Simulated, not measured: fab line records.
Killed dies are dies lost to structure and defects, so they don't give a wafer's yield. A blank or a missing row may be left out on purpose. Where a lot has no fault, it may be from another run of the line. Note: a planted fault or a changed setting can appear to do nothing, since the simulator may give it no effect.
A struck lot beside a sound one / flow sky130 / 15 out of 708 route steps
Sound: the wafers L654.2, L654.4, L654.5. Wafers struck: L656.1, L656.2, L656.6. Last of all comes the cause.
Each step with rows lists, per side, the tool, then ch with its chambers, then its first start. Under that, the readings that differ: sound wafers / struck wafers / difference of the means / sigmas: that difference in standard deviations of wafers without a fault.
alike: readings with means less than 2 such deviations apart, plus words and numbers identical on both sides. not compared: withheld readings, readings lacking a value on some wafer, bounds such as >300 that could conceal the same value, and numbers that have no deviation in the record and whose values overlap.
Wherever a step has rows on one side only, a row that says differs or no value, or a row with sigmas, the two part there. When numbers do not overlap yet have no deviation, they are printed without sigmas and do not part them. Lack of a reading on every wafer of one side parts them only where that side has two or more wafers.

first, 7 steps without rows for these wafers: SKY_LDD_LDN_DEHYDRATE_00 (time 60 s); SKY_LDD_LDN_HMDS_01 (prime time 60 s); SKY_LDD_LDN_COAT_02 (resist thk 1140 nm); SKY_LDD_LDN_SOFTBAKE_03 (time 60 s); SKY_LDD_LDN_EXPOSE_04 (exposes mask LDNTM, target cd 700 nm); SKY_LDD_LDN_PEB_05; SKY_LDD_LDN_DEVELOP_06 (develop time 60 s).
SKY_LDD_LDN_OVL_MEAS_07:
  sound on overlay-02, day 23 15:59; struck on overlay-01, day 24 23:46
reading=LDD_LDN_OVL (nm); sound=-2.2 -2.6 -1.0; struck=1.4 2.0 0.5; difference=+3.2; sigmas=+2
then, 4 steps without rows for these wafers: SKY_LDD_LDN_IMPLANT_08; SKY_LDD_LDN_IMPLANT_09; SKY_LDD_LDN_IMPLANT_10; SKY_LDD_LDN_IMPLANT_11.
SKY_LDD_LDN_STRIP_12: strips in O2/N2.
  sound on plasma_asher-03 ch 0,1, day 23 16:37; struck on plasma_asher-01 ch 0,1, day 25 00:25
reading=oes_product_au (a.u.); sound=0.715 0.715 0.718; struck=0.943 0.940 0.945; difference=+0.227; sigmas=+48
reading=strip_time_to_endpoint_s (s); sound=14.17 14.19 14.19; struck=- - -; difference=no value on the struck wafers; sigmas=
reading=model.NOVOLAK_of_LDD_LDN_COAT_02.thk_nm (nm); sound=0 0 0; struck=293.6 292.8 292.9; difference=+293.1; sigmas=
  alike: chamber_pressure_mTorr, drypump_motor_current_A
  not compared: rf_hours_counter_h
SKY_LDD_LDN_TW_MEAS_13:
  sound on film_metro-03, day 23 16:43; struck on film_metro-03, day 25 00:31
  alike: LDD_LDN_TW
-- record jumps: 22 days separate the struck wafers' starts on either side; left off in module LDD_LDN, taken up again in module PAD_OPEN, whose first shown step is the route's number 708 --
SKY_PAD_OPEN_PROBE_99:
  the record has rows for the struck wafers here (prober-01, day 47 07:08) and none for the sound ones

## WHERE THEY PART
Earliest at SKY_LDD_LDN_OVL_MEAS_07; latest, in this record, at SKY_PAD_OPEN_PROBE_99.

WHY: what had been put in by the simulator
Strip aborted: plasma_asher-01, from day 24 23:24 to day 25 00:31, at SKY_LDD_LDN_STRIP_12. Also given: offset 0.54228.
